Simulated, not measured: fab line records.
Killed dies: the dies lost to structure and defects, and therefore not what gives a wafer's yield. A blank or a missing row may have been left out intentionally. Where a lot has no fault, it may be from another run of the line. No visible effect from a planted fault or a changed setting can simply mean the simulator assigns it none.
Struck lot and sound lot, side by side || flow sky130 || 33 steps out of a route of 708
Sound: the wafers L729.2, L729.3, L729.5. Struck: wafers L731.3, L731.4. (L731.5 of the same lot was not struck and is left out.) The cause comes at the end.
Order at every step that has rows: each side's tool, ch and its chambers, its first start. Under that, the readings that differ: sound wafers || struck wafers || difference of the means || sigmas: that difference in standard deviations of wafers without a fault.
alike: words and numbers the same on both sides, and readings whose means are apart by under 2 such deviations; not compared: readings that were withheld, readings missing a value for some wafer, numbers with overlapping values and no deviation given by the record, and bounds like >300 which may hide the same value.
Wherever a step has rows on one side only, a row that says differs or no value, or a row with sigmas, the two part there. Numbers that have no deviation but don't overlap get no sigmas and don't part them. A reading that every wafer of one side lacks parts them only if that side has two wafers or more.

first, 10 steps without rows for these wafers: SKY_NWELL_IMPLANT_12; SKY_NWELL_IMPLANT_13; SKY_NWELL_STRIP_14 (strips in O2/N2); SKY_NWELL_DEHYDRATE_16 (time 60 s); SKY_NWELL_HMDS_17 (prime time 60 s); SKY_NWELL_COAT_18 (resist thk 3000 nm); SKY_NWELL_SOFTBAKE_19; SKY_NWELL_EXPOSE_20 (exposes mask NWM COMPLEMENT, target cd 840 nm); SKY_NWELL_PEB_21; SKY_NWELL_DEVELOP_22 (develop time 60 s).
SKY_NWELL_IMPLANT_24:
  sound on implanter-04 ch 0, day 5 18:40; struck on implanter-04 ch 0, day 6 08:08
  alike: beamOnS, endStationPressureTorr
then, 21 steps without rows for these wafers: SKY_NWELL_STRIP_25 (strips in O2/N2); SKY_NWELL_CLEAN_27 (cleans in SC1/SC2, time 150 s); SKY_NWELL_RTA_28 (time 30 s); SKY_VT_ADJUST_HVTP_DEHYDRATE_00 (time 60 s); SKY_VT_ADJUST_HVTP_HMDS_01 (prime time 60 s); SKY_VT_ADJUST_HVTP_COAT_02 (resist thk 1140 nm); SKY_VT_ADJUST_HVTP_SOFTBAKE_03 (time 60 s); SKY_VT_ADJUST_HVTP_EXPOSE_04 (exposes mask HVTPM, target cd 380 nm); SKY_VT_ADJUST_HVTP_PEB_05; SKY_VT_ADJUST_HVTP_DEVELOP_06 (develop time 60 s); SKY_VT_ADJUST_HVTP_IMPLANT_09; SKY_VT_ADJUST_HVTP_STRIP_10 (strips in O2/N2); SKY_VT_ADJUST_LVTN_DEHYDRATE_00 (time 60 s); SKY_VT_ADJUST_LVTN_HMDS_01 (prime time 60 s); SKY_VT_ADJUST_LVTN_COAT_02 (resist thk 3000 nm); SKY_VT_ADJUST_LVTN_SOFTBAKE_03; SKY_VT_ADJUST_LVTN_EXPOSE_04 (exposes mask NWM COMPLEMENT LESS NATIVE, target cd 840 nm); SKY_VT_ADJUST_LVTN_PEB_05; SKY_VT_ADJUST_LVTN_DEVELOP_06 (develop time 60 s); SKY_VT_ADJUST_LVTN_IMPLANT_08; SKY_VT_ADJUST_LVTN_STRIP_09 (strips in O2/N2).
-- a jump in the record: the struck wafers' starts before and after are 40 days apart (it breaks off in module VT_ADJUST_LVTN and resumes in module PAD_OPEN, where the first step shown is number 708 of the route) --
SKY_PAD_OPEN_PROBE_99:
  struck on prober-02, day 46 15:07; sound on prober-02, day 46 00:18
{"reading": "model.etest.resPwellUnderGate.rsOhmSqRange", "sound": "54.3 46.52 48.88", "struck": "181.6 145.2", "difference": "+113.5", "sigmas": ""}
  alike: killed_at_M0_to_M3, killed_at_M4_up, killedAtContacts, killedAtFrontEnd, killedAtOther, killedDies, killedOpen, killedShort

## WHERE THEY PART
Nowhere in this record.

WHY: what had been put in by the simulator
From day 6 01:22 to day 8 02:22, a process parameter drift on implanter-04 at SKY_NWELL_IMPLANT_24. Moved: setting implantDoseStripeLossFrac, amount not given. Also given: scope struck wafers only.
